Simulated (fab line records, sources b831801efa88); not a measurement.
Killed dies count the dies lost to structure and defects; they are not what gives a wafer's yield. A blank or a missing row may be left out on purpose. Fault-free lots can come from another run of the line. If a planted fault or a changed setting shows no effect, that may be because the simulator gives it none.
What tool caused it? :: flow gf180mcu :: 18 wafers from 6 lots sampled at 2 of the route's 602 steps

## WHAT THE GAUGES READ, wafer by wafer
GF_POLY_GATE_THK_MEAS_17.
lot: L339
measured: day 9 22:59
on: filmMetro-03
POLY_GATE_OXIDATION_THK (nm): 4.06 3.97 3.94

lot: L341
measured: day 10 13:05
on: filmMetro-03
POLY_GATE_OXIDATION_THK (nm): 3.95 4.09 4.07

lot: L348
measured: day 12 16:58
on: filmMetro-01
POLY_GATE_OXIDATION_THK (nm): 4.88 5.04 5.03

lot: L351
measured: day 13 10:18
on: filmMetro-01
POLY_GATE_OXIDATION_THK (nm): 4.83 4.83 4.93

lot: L357
measured: day 15 07:34
on: filmMetro-04
POLY_GATE_OXIDATION_THK (nm): 4.06 3.91 4.01

lot: L360
measured: day 15 23:05
on: filmMetro-01
POLY_GATE_OXIDATION_THK (nm): 4.01 4.03 4.04

## WHICH TOOL RAN EACH LOT (tool, then ch and the chambers of the sampled wafers, then the start)
lot: L339
GF_POLY_GATE_OXIDATION_16: furnace-02 ch 0, day 9 21:43

lot: L341
GF_POLY_GATE_OXIDATION_16: furnace-01 ch 0, day 10 11:50

lot: L348
GF_POLY_GATE_OXIDATION_16: furnace-02 ch 0, day 12 15:42

lot: L351
GF_POLY_GATE_OXIDATION_16: furnace-02 ch 0, day 13 09:03

lot: L357
GF_POLY_GATE_OXIDATION_16: furnace-01 ch 0, day 15 06:19

lot: L360
GF_POLY_GATE_OXIDATION_16: furnace-01 ch 0, day 15 21:49
- GF_POLY_GATE_OXIDATION_16: stabilise 600 s, purge 300 s, target thk 4 nm.

## THE ANSWER, worked out from the rows above alone
Rule: what is usual is taken from the lots themselves. Put in order of their means at a reading, lots are off if they are a third of the lots or fewer, leave a main group of 4 or more, and stand apart from it by a gap of 3 or more times the standard deviation of the main group's means; of several such gaps the widest counts. The tables above print the reading to a certain number of digits; a main group whose means all agree to those digits is not used. A lot without any number at a reading at which 4 lots or more have one is off too. All remaining lots with rows at the step are treated as sound.
Off: L348, L351, at GF_POLY_GATE_THK_MEAS_17 (POLY_GATE_OXIDATION_THK). For the main group the mean is 4.01 nm and the standard deviation 0.02.
A tool fits if, at a process step before that reading, it ran every lot that is off, and no sound lot after the first of them. Those tools and the gauges at GF_POLY_GATE_THK_MEAS_17 are tried in the same way. One fits: GF_POLY_GATE_OXIDATION_16 on furnace-02. Its last sound lot is L339 (day 9 21:43), its first lot that is off L348 (day 12 15:42): a fault that began between those two fits.

## WHAT HAD BEEN PUT IN BY THE SIMULATOR
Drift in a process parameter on furnace-02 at GF_POLY_GATE_OXIDATION_16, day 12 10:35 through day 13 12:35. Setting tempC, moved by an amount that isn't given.
Lots struck among those shown: L348, L351. The rule above found the same.
